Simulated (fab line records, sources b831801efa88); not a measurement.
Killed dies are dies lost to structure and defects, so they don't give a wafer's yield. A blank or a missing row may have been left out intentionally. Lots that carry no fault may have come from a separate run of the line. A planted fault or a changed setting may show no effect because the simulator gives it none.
Shared-tool check | flow sky130 | 48 wafers sampled across 13 lots

== WHAT PROMPTED THE OPENING ==
3 of 13 lots carry a flag on the reading NWELL_RS at SKY_NWELL_RS_MEAS_29. Fault-free wafers read 624.9 ohm/sq, with a standard deviation of 1.5.
Rule: a lot is flagged when every wafer of it that has a number lies more than 4 standard deviations from that mean, or none has a number. The rest of the lots are taken to be sound.

lot  | measured     | on            | NWELL_RS (ohm/sq), wafer by wafer   | flag
L318 | day 5 15:29  | film-metro-04 | 627.0 626.1 625.5                   |
L319 | day 5 19:00  | film-metro-01 | 624.2 621.5 622.2                   |
L320 | day 6 02:26  | film-metro-01 | 625.5 625.8 627.9                   |
L321 | day 6 09:17  | film-metro-01 | 624.4 622.6 626.1                   |
L322 | day 6 16:34  | film-metro-02 | 626.1 625.7 626.2                   |
L326 | day 7 16:10  | film-metro-01 | 625.5 624.1 624.5                   |
L327 | day 7 19:38  | film-metro-04 | 625.4 624.3 625.3                   |
L329 | day 8 06:26  | film-metro-04 | 625.1 624.6 624.3                   |
L331 | day 8 18:20  | film-metro-04 | 626.2 623.6 626.1                   |
L336 | day 10 04:06 | film-metro-02 | 641.4 641.4 642.2 641.1 641.0 642.6 | FLAGGED
L337 | day 10 09:19 | film-metro-02 | 639.4 640.5 640.9 639.4 640.3 640.1 | FLAGGED
L338 | day 10 17:01 | film-metro-01 | 642.8 644.2 642.4 643.6 641.6 642.5 | FLAGGED
L340 | day 11 05:50 | film-metro-04 | 626.2 624.0 625.3                   |
The mean of the flagged lots' numbers is 641.5 ohm/sq, +16.6 ohm/sq from the usual (+11 standard deviations).

== LOT BY LOT: THE TOOL USED ==
The record holds 1 process step before the reading, out of a route of 708 steps. Each cell gives the tool, then ch followed by the chambers the sampled wafers passed through, then the start.
lot  | flag    | SKY_NWELL_IMPLANT_13
L318 |         | implanter-01 ch 0, day 4 20:46
L319 |         | implanter-01 ch 0, day 5 00:16
L320 |         | implanter-01 ch 0, day 5 07:08
L321 |         | implanter-04 ch 0, day 5 14:04
L322 |         | implanter-04 ch 0, day 5 21:55
L326 |         | implanter-01 ch 0, day 6 19:31
L327 |         | implanter-04 ch 0, day 6 23:08
L329 |         | implanter-01 ch 0, day 7 09:11
L331 |         | implanter-04 ch 0, day 7 21:01
L336 | FLAGGED | implanter-04 ch 0, day 9 06:34
L337 | FLAGGED | implanter-04 ch 0, day 9 10:46
L338 | FLAGGED | implanter-04 ch 0, day 9 17:25
L340 |         | implanter-01 ch 0, day 10 07:08
These steps, and what they do:
- SKY_NWELL_IMPLANT_13
- SKY_NWELL_RS_MEAS_29: measures by four-point-probe.

== FLAGGED AGAINST TOTAL, ONE TOOL AT A TIME (gauges that did the reading follow at the end) ==
step                 | tool          | lots run | flagged | share of the flagged lots | sound lots run after its first flagged lot
SKY_NWELL_IMPLANT_13 | implanter-01  | 6        | 0       | none                      | -
SKY_NWELL_IMPLANT_13 | implanter-04  | 7        | 3       | all                       | 0
SKY_NWELL_RS_MEAS_29 | film-metro-01 | 5        | 1       | some                      | 0
SKY_NWELL_RS_MEAS_29 | film-metro-02 | 3        | 2       | some                      | 0
SKY_NWELL_RS_MEAS_29 | film-metro-04 | 5        | 0       | none                      | -

== WHAT IS ALLOWED BY THE TABLE ==
Rows of the table that ran each flagged lot: 1, that is implanter-04 at SKY_NWELL_IMPLANT_13.
- implanter-04 at SKY_NWELL_IMPLANT_13 ran 7 lots, 3 of them flagged. It ran its last sound lot, L331, at day 7 21:01 and its first flagged lot, L336, at day 9 06:34: a fault with its onset between the two fits. Its own readings (dose-ions-cm2, faraday-current-uA) fall more than 4 standard deviations out on all wafers of the flagged lots.
implanter-04 at SKY_NWELL_IMPLANT_13 is the single tool remaining.

== WHAT THE SIMULATOR PUT IN ==
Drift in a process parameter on implanter-04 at SKY_NWELL_IMPLANT_13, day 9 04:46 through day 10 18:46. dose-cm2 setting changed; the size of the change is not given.
Lots struck among those shown: L336, L337, L338. The rule above reached the same finding.
